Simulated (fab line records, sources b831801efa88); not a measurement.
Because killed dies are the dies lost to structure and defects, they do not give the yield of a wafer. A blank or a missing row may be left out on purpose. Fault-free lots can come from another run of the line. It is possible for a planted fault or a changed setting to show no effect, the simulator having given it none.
A single fault, viewed from 2 desks + flow sky130 + every desk sees just its own numbers, and what lay behind them comes last

## FROM THE METROLOGY DESK
What the gauges read for every lot (on any tool): the sampled wafers with a number, averaged. A lot is out of limits, marked OUT, if its mean lies more than 4 standard deviations from the usual mean; the brackets give that distance.
Columns: A = VIA2_W_THK at SKY_VIA2_THK_MEAS_23, usual 428 nm
| lot  | first seen here | A   |
|------|-----------------|-----|
| L654 | day 36 03:54    | 418 |
| L656 | day 36 16:53    | 420 |
| L659 | day 37 13:59    | 431 |
| L661 | day 38 14:41    | 433 |
| L662 | day 38 19:10    | 430 |
| L663 | day 39 11:25    | 429 |
| L665 | day 40 00:17    | 426 |
| L667 | day 40 07:00    | 428 |
| L672 | day 41 19:19    | 425 |
| L673 | day 42 04:08    | 436 |
| L675 | day 42 12:32    | 429 |
| L677 | day 43 03:51    | 431 |
Finding of this desk: none of the 12 lots has anything out of limits.

## FOR THE TOOL OWNER'S DESK: cvd-w-01
The tool's own readings at SKY_VIA2_CVD_21 (deposits W, target thk 420 nm, time 126.4 s): means of the sampled wafers that have a number, for each lot that ran on this tool. A lot is out of limits, marked OUT, if its mean lies more than 4 standard deviations from the usual mean; the brackets give that distance.
Columns: A = chamber-pressure-Torr at SKY_VIA2_CVD_21, usual 39.99 Torr; B = heater-power-w at SKY_VIA2_CVD_21, usual 785 W
| lot  | first seen here | A                | B   |
|------|-----------------|------------------|-----|
| L654 | day 36 03:38    | 40.08            | 730 |
| L656 | day 36 16:38    | 39.99            | 729 |
| L659 | day 37 13:46    | 40.03            | 787 |
| L661 | day 38 14:25    | 40.02            | 786 |
| L665 | day 40 00:02    | 40.05            | 771 |
| L667 | day 40 06:45    | 39.95            | 764 |
| L672 | day 41 19:04    | 41.10 (+13) OUT  | 739 |
| L677 | day 43 03:36    | 40.46 (+5.4) OUT | 774 |
Finding of this desk: L672, L677 out of limits; the first was L672 at day 41 19:04, on chamber-pressure-Torr at SKY_VIA2_CVD_21. Within limits: L654, L656, L659, L661, L665, L667.

## PUT TOGETHER
An alarm could have come from the tool owner's desk at day 41 19:04, on L672, L677.
Nothing out of limits was seen by the metrology desk.
The metrology desk has L672, L677 on record, within its limits.
On cvd-w-01, each named lot ran SKY_VIA2_CVD_21.

## WHAT THE SIMULATOR HAD PUT IN
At SKY_VIA2_CVD_21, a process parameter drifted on cvd-w-01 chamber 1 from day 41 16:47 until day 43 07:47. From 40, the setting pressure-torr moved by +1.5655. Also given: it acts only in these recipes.
Struck lots among those shown: L672, L677.
Delay in hours, fault start to first out-of-limits reading, by desk: the tool owner's desk at 2.
